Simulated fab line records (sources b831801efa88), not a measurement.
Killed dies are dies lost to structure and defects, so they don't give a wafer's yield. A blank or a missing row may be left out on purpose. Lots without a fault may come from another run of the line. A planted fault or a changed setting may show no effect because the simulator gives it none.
fab line records ; flow gf180mcu
record lots=14; wafers=42; last_day=34
route steps=602 shown NSD@239 V1@357 M2@362 V2@386
lots that met no fault: from a run of the same line without faults
start_h: hours from the record's opening day to when the first of the lot's shown wafers began ; wait_h: how many hours have passed since the lot's step before this one ; " as in the row above ; L1.1+2: a single row standing in for several wafers ; - value missing, or start not given ; * or withheld: withheld ; < > ~ a bound
route shown NAME@n: a module of which the file shows steps, and the number in the route of the first ; usual: mean and standard deviation over wafers with no fault ; same: alike in all rows ; chamber/n: place in a boat ; sites: the reading at each site ; _std_site: the standard deviation of these ; _edge_site: inner sites' mean taken away from outer sites' mean ; radius_mm: for every site, how far away it sits from the centre of the wafer ; mask NAME#n: copy n ; behind: the most recent tool/chamber to have shaped the wafer ; hold: reason for holding the lot/hours on hold/outcome of the hold ; device: the n, p or np transistor that did not switch ; end of line: the same wafers' tests at the end of the route ; a step given without rows: its recipe and nothing more ; killed: not the wafer's yield, but the dies lost to structure and defects at the first sort ; map: shows each die of a wafer: x if killed, . if not, _ if none is there
set.NAME: the setting that was run; set.NAME@STEP: the one run at that earlier step ; model.NAME: the simulator's own value behind a step, which no gauge read
one table for each step of the route and one row for each wafer, over a sample of lots
services: the hour from which a tool's chamber was out of use, counted from the record's first day as start_h (under 0 if before that day), plus the number of hours and why
## steps
# step GF_NSD_EXPOSE_04
# recipe mask_id=Nplus; target_cd_nm=400; na=0.6; source_shape=conventional; sigma_outer=0.6; dose_mj=140
lot.wafer;tool;chamber;start_h;wait_h;mask
L669.2+5+6;iline_stepper-02;0;286.38;-;Nplus#0
L670.1+2+6;iline_stepper-01;0;291.19;-;Nplus#0
L671.2+3+6;iline_stepper-01;0;302.13;-;Nplus#0
L673.2+4+6;iline_stepper-01;0;316.62;-;Nplus#0
L674.3+5+6;iline_stepper-02;0;328.12;-;Nplus#0
L675.4+5+6;iline_stepper-01;0;338.24;-;Nplus#0
L683.1+3+5;iline_stepper-01;0;399.48;-;Nplus#0
L684.3+4+5;iline_stepper-02;0;412.57;-;Nplus#0
L685.3+4+5;iline_stepper-01;0;415.77;-;Nplus#0
L686.3+4+5;iline_stepper-01;0;418.89;-;Nplus#0
L687.1+5+6;iline_stepper-02;0;427.83;-;Nplus#0
L689.2+3+4;iline_stepper-02;0;440.80;-;Nplus#0
L690.1+3+4;iline_stepper-02;0;449.70;-;Nplus#0
L691.1+2+6;iline_stepper-02;0;462.55;-;Nplus#0
# step GF_NSD_OVL_MEAS_08
# usual NSD_OVL=0.6/1.2
lot.wafer;tool;chamber;start_h;wait_h;NSD_OVL[nm]
L669.2;overlay-01;-;296.98;0.1;3.4
L669.5;overlay-01;-;296.98;0.1;2.9
L669.6;overlay-01;-;296.98;0.1;2.0
L670.1;overlay-01;-;301.03;0.1;1.1
L670.2;overlay-01;-;301.03;0.1;0.5
L670.6;overlay-01;-;301.03;0.1;1.9
L671.2;overlay-02;-;312.44;0.1;1.1
L671.3;overlay-02;-;312.44;0.1;-1.1
L671.6;overlay-02;-;312.44;0.1;0.1
L673.2;overlay-02;-;326.48;0.1;0.1
L673.4;overlay-02;-;326.48;0.1;-0.1
L673.6;overlay-02;-;326.48;0.1;1.4
L674.3;overlay-01;-;339.14;0.1;1.7
L674.5;overlay-01;-;339.14;0.1;1.1
L674.6;overlay-01;-;339.14;0.1;0.8
L675.4;overlay-02;-;348.49;0.1;0.4
L675.5;overlay-02;-;348.49;0.1;-1.4
L675.6;overlay-02;-;348.49;0.1;0.4
L683.1;overlay-02;-;410.77;0.1;-137.7
L683.3;overlay-02;-;410.77;0.1;-141.9
L683.5;overlay-02;-;410.77;0.1;-140.4
L684.3;overlay-01;-;423.69;0.1;0.3
L684.4;overlay-01;-;423.69;0.1;0.2
L684.5;overlay-01;-;423.69;0.1;2.0
L685.3;overlay-02;-;427.29;0.1;-142.6
L685.4;overlay-02;-;427.29;0.1;-143.1
L685.5;overlay-02;-;427.29;0.1;-140.9
L686.3;overlay-01;-;430.14;0.1;-139.5
L686.4;overlay-01;-;430.14;0.1;-141.5
L686.5;overlay-01;-;430.14;0.1;-141.5
L687.1;overlay-02;-;440.17;0.1;2.9
L687.5;overlay-02;-;440.17;0.1;2.1
L687.6;overlay-02;-;440.17;0.1;-0.3
L689.2;overlay-02;-;452.28;0.1;-0.1
L689.3;overlay-02;-;452.28;0.1;-0.1
L689.4;overlay-02;-;452.28;0.1;-0.9
L690.1;overlay-02;-;462.18;0.1;1.9
L690.3;overlay-02;-;462.18;0.1;1.0
L690.4;overlay-02;-;462.18;0.1;-0.4
L691.1;overlay-01;-;473.87;0.1;0.8
L691.2;overlay-01;-;473.87;0.1;1.8
L691.6;overlay-01;-;473.87;0.1;-0.6
# step GF_V1_SPUTTER_22
# recipe material=TiN; target_thk_nm=10; chamber_pressure_pa=5; power_w=4000; time_s=40
# usual throttle_valve_pct=29.8/0.79
lot.wafer;tool;chamber;start_h;wait_h;throttle_valve_pct
L669.2;pvd_sputter-02;-;411.77;0.0;29.4
L669.5;pvd_sputter-02;-;411.77;0.0;29.5
L669.6;pvd_sputter-02;-;411.77;0.0;30.1
L670.1;pvd_sputter-02;-;415.58;0.0;29.3
L670.2;pvd_sputter-02;-;415.58;0.0;28.6
L670.6;pvd_sputter-02;-;415.58;0.0;30.2
L671.2;pvd_sputter-03;-;431.26;0.0;29.0
L671.3;pvd_sputter-03;-;431.26;0.0;30.0
L671.6;pvd_sputter-03;-;431.26;0.0;29.5
L673.2;pvd_sputter-04;-;444.41;0.0;30.7
L673.4;pvd_sputter-04;-;444.41;0.0;30.8
L673.6;pvd_sputter-04;-;444.41;0.0;30.9
L674.3;pvd_sputter-03;-;460.89;0.0;30.1
L674.5;pvd_sputter-03;-;460.89;0.0;30.2
L674.6;pvd_sputter-03;-;460.89;0.0;29.7
L675.4;pvd_sputter-02;-;470.49;0.0;30.3
L675.5;pvd_sputter-02;-;470.49;0.0;28.4
L675.6;pvd_sputter-02;-;470.49;0.0;30.0
L683.1;pvd_sputter-03;-;536.49;0.0;30.0
L683.3;pvd_sputter-03;-;536.49;0.0;29.9
L683.5;pvd_sputter-03;-;536.49;0.0;29.1
L684.3;pvd_sputter-04;-;548.96;0.0;29.6
L684.4;pvd_sputter-04;-;548.96;0.0;28.8
L684.5;pvd_sputter-04;-;548.96;0.0;31.0
L685.3;pvd_sputter-04;-;550.86;0.0;28.7
L685.4;pvd_sputter-04;-;550.86;0.0;31.1
L685.5;pvd_sputter-04;-;550.86;0.0;30.8
L686.3;pvd_sputter-03;-;555.77;0.0;30.0
L686.4;pvd_sputter-03;-;555.77;0.0;29.2
L686.5;pvd_sputter-03;-;555.77;0.0;29.9
L687.1;pvd_sputter-03;-;563.42;0.0;30.2
L687.5;pvd_sputter-03;-;563.42;0.0;30.3
L687.6;pvd_sputter-03;-;563.42;0.0;30.1
L689.2;pvd_sputter-02;-;575.62;0.0;30.4
L689.3;pvd_sputter-02;-;575.62;0.0;28.6
L689.4;pvd_sputter-02;-;575.62;0.0;31.4
L690.1;pvd_sputter-03;-;583.07;0.0;28.8
L690.3;pvd_sputter-03;-;583.07;0.0;30.2
L690.4;pvd_sputter-03;-;583.07;0.0;30.1
L691.1;pvd_sputter-03;-;594.84;0.0;29.8
L691.2;pvd_sputter-03;-;594.84;0.0;29.0
L691.6;pvd_sputter-03;-;594.84;0.0;30.2
# step GF_M2_SPUTTER_00
# recipe material=Ti; target_thk_nm=37.5; arriving_ion_energy_ev=80; substrate_temp_c=200; chamber_pressure_pa=2.067; power_w=4000; time_s=150
# usual substrate_temp_c=200.00/0.16; throttle_valve_pct=30.0/0.84
lot.wafer;tool;chamber;start_h;wait_h;substrate_temp_c;throttle_valve_pct
L669.2;pvd_sputter-01;-;412.40;0.2;200.00;29.7
L669.5;pvd_sputter-01;-;412.40;0.2;199.95;31.4
L669.6;pvd_sputter-01;-;412.40;0.2;199.94;30.0
L670.1;pvd_sputter-01;-;416.21;0.1;199.75;30.0
L670.2;pvd_sputter-01;-;416.21;0.1;199.85;31.5
L670.6;pvd_sputter-01;-;416.21;0.1;199.74;29.6
L671.2;pvd_sputter-01;-;431.90;0.1;200.06;29.7
L671.3;pvd_sputter-01;-;431.90;0.1;199.67;31.3
L671.6;pvd_sputter-01;-;431.90;0.1;199.94;31.3
L673.2;pvd_sputter-02;-;445.05;0.2;199.87;31.2
L673.4;pvd_sputter-02;-;445.05;0.2;200.07;29.3
L673.6;pvd_sputter-02;-;445.05;0.2;200.08;31.5
L674.3;pvd_sputter-04;-;461.52;0.2;199.90;30.8
L674.5;pvd_sputter-04;-;461.52;0.2;200.20;30.6
L674.6;pvd_sputter-04;-;461.52;0.2;199.85;31.0
L675.4;pvd_sputter-04;-;471.13;0.1;200.05;29.6
L675.5;pvd_sputter-04;-;471.13;0.1;200.13;29.6
L675.6;pvd_sputter-04;-;471.13;0.1;199.91;31.0
L683.1;pvd_sputter-01;-;537.23;0.1;199.93;29.9
L683.3;pvd_sputter-01;-;537.23;0.1;199.96;29.7
L683.5;pvd_sputter-01;-;537.23;0.1;200.10;29.7
L684.3;pvd_sputter-01;-;549.59;0.2;200.03;29.5
L684.4;pvd_sputter-01;-;549.59;0.2;200.05;30.1
L684.5;pvd_sputter-01;-;549.59;0.2;200.15;29.7
L685.3;pvd_sputter-02;-;551.49;0.1;200.15;29.5
L685.4;pvd_sputter-02;-;551.49;0.1;200.02;30.2
L685.5;pvd_sputter-02;-;551.49;0.1;200.07;30.3
L686.3;pvd_sputter-04;-;556.40;0.1;199.89;30.8
L686.4;pvd_sputter-04;-;556.40;0.1;200.04;28.5
L686.5;pvd_sputter-04;-;556.40;0.1;199.99;29.7
L687.1;pvd_sputter-01;-;564.05;0.1;199.91;29.8
L687.5;pvd_sputter-01;-;564.05;0.1;199.53;30.0
L687.6;pvd_sputter-01;-;564.05;0.1;200.01;29.7
L689.2;pvd_sputter-04;-;576.28;0.1;200.22;30.9
L689.3;pvd_sputter-04;-;576.28;0.1;200.12;28.5
L689.4;pvd_sputter-04;-;576.28;0.1;200.15;29.8
L690.1;pvd_sputter-04;-;583.70;0.2;200.01;29.5
L690.3;pvd_sputter-04;-;583.70;0.2;199.87;30.8
L690.4;pvd_sputter-04;-;583.70;0.2;200.01;30.9
L691.1;pvd_sputter-02;-;595.47;0.1;199.91;29.9
L691.2;pvd_sputter-02;-;595.47;0.1;199.98;31.6
L691.6;pvd_sputter-02;-;595.47;0.1;200.05;28.6
# step GF_V2_CMP_04
# recipe material=SiO2; down_force_psi=4; platen_rpm=60; pad_velocity_m_s=0.94248
# usual motor_current_A=11.9/1.2; time_to_endpoint_s=81/4.3
lot.wafer;tool;chamber;start_h;wait_h;motor_current_A;time_to_endpoint_s
L669.2;cmp-02;2;437.58;0.0;10.3;77
L669.5;cmp-02;2;437.58;0.0;10.5;81
L669.6;cmp-02;3;437.58;0.0;13.2;82
L670.1;cmp-02;0;441.66;0.1;11.5;82
L670.2;cmp-02;2;441.66;0.1;10.2;76
L670.6;cmp-02;0;441.66;0.1;11.5;88
L671.3;cmp-02;3;457.19;0.1;12.5;75
L671.2;cmp-02;0;457.19;0.1;12.2;82
L671.6;cmp-02;1;457.19;0.1;11.9;76
L673.2;cmp-01;1;470.37;0.0;11.7;79
L673.4;cmp-01;3;470.37;0.0;10.4;83
L673.6;cmp-01;2;470.37;0.0;14.3;79
L674.3;cmp-01;2;486.57;0.0;14.9;75
L674.5;cmp-01;2;486.57;0.0;14.3;78
L674.6;cmp-01;3;486.57;0.0;10.6;82
L675.4;cmp-01;2;496.14;0.1;14.2;80
L675.6;cmp-01;0;496.14;0.1;13.3;80
L675.5;cmp-01;1;496.14;0.1;11.0;76
L683.1;cmp-02;0;561.38;0.1;11.8;86
L683.3;cmp-02;1;561.38;0.1;11.4;82
L683.5;cmp-02;3;561.38;0.1;12.9;89
L684.4;cmp-02;1;573.57;0.1;11.4;85
L684.3;cmp-02;2;573.57;0.1;10.4;78
L684.5;cmp-02;3;573.57;0.1;12.6;85
L685.3;cmp-02;3;575.78;0.3;12.3;83
L685.4;cmp-02;0;575.78;0.3;12.0;88
L685.5;cmp-02;2;575.78;0.3;10.0;82
L686.4;cmp-02;1;579.66;0.0;12.4;84
L686.3;cmp-02;2;579.66;0.0;10.0;79
L686.5;cmp-02;2;579.66;0.0;10.4;87
L687.1;cmp-02;1;587.15;0.1;11.4;76
L687.5;cmp-02;1;587.15;0.1;12.3;80
L687.6;cmp-02;2;587.15;0.1;9.9;83
L689.4;cmp-01;1;598.53;0.1;11.9;78
L689.3;cmp-01;2;598.53;0.1;14.1;71
L689.2;cmp-01;3;598.53;0.1;10.8;73
L690.4;cmp-02;0;605.58;0.0;11.8;88
L690.1;cmp-02;1;605.58;0.0;12.2;82
L690.3;cmp-02;3;605.58;0.0;12.6;85
L691.1;cmp-02;3;616.81;0.1;13.0;77
L691.2;cmp-02;0;616.81;0.1;12.5;80
L691.6;cmp-02;3;616.81;0.1;12.7;79
## services
tool;chamber;start_h;hours;kind
iline_stepper-01;-;278.79;4.4;pm
iline_stepper-01;-;293.76;2.1;pm
pvd_sputter-03;-;320.68;7.8;repair
cmp-02;-;323.12;3.2;pm
pvd_sputter-03;-;345.44;9.5;repair
cmp-02;-;355.26;0.5;repair
pvd_sputter-01;-;388.70;4.6;repair
pvd_sputter-03;-;390.89;0.5;repair
iline_stepper-02;-;402.82;1.7;pm
cmp-02;-;404.05;4.0;pm
pvd_sputter-03;-;407.76;7.0;repair
pvd_sputter-03;-;410.56;20.0;repair
pvd_sputter-04;-;416.21;4.9;repair
pvd_sputter-01;-;424.91;6.7;repair
cmp-02;-;430.97;0.3;repair
iline_stepper-02;-;432.76;4.4;pm
pvd_sputter-03;-;436.86;3.2;repair
iline_stepper-01;-;467.70;1.7;pm
iline_stepper-02;-;483.16;12.0;repair
pvd_sputter-03;-;490.12;4.1;repair
pvd_sputter-04;-;499.24;3.4;repair
iline_stepper-02;-;502.91;2.1;pm
pvd_sputter-03;-;535.26;0.9;repair
iline_stepper-02;-;588.40;12.2;repair
## key
first_sign step=GF_NSD_OVL_MEAS_08; reading=NSD_OVL; direction=down; sigmas=99+; usual=0.6; struck=-141.0
effect none on later readings
met_at GF_NSD_EXPOSE_04
struck_lots L683,L685,L686
tester_left_out L683,L685,L686
not_acting_at GF_V1_SPUTTER_22,GF_M2_SPUTTER_00,GF_V2_CMP_04
onset_between 338.24 399.48
fault kind=scanner_matching_overlay; tool=iline_stepper-01; chamber=-; onset_h=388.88; steps=GF_NSD_EXPOSE_04; offset=-141.79
# tester_left_out: of these lots the tester's yield and bins aren't shown, on N5 and GAA mostly nor the transistor test; their killed dies are dies lost to structure and defects alone, not to doping, threshold or leakage, so they don't give the yield
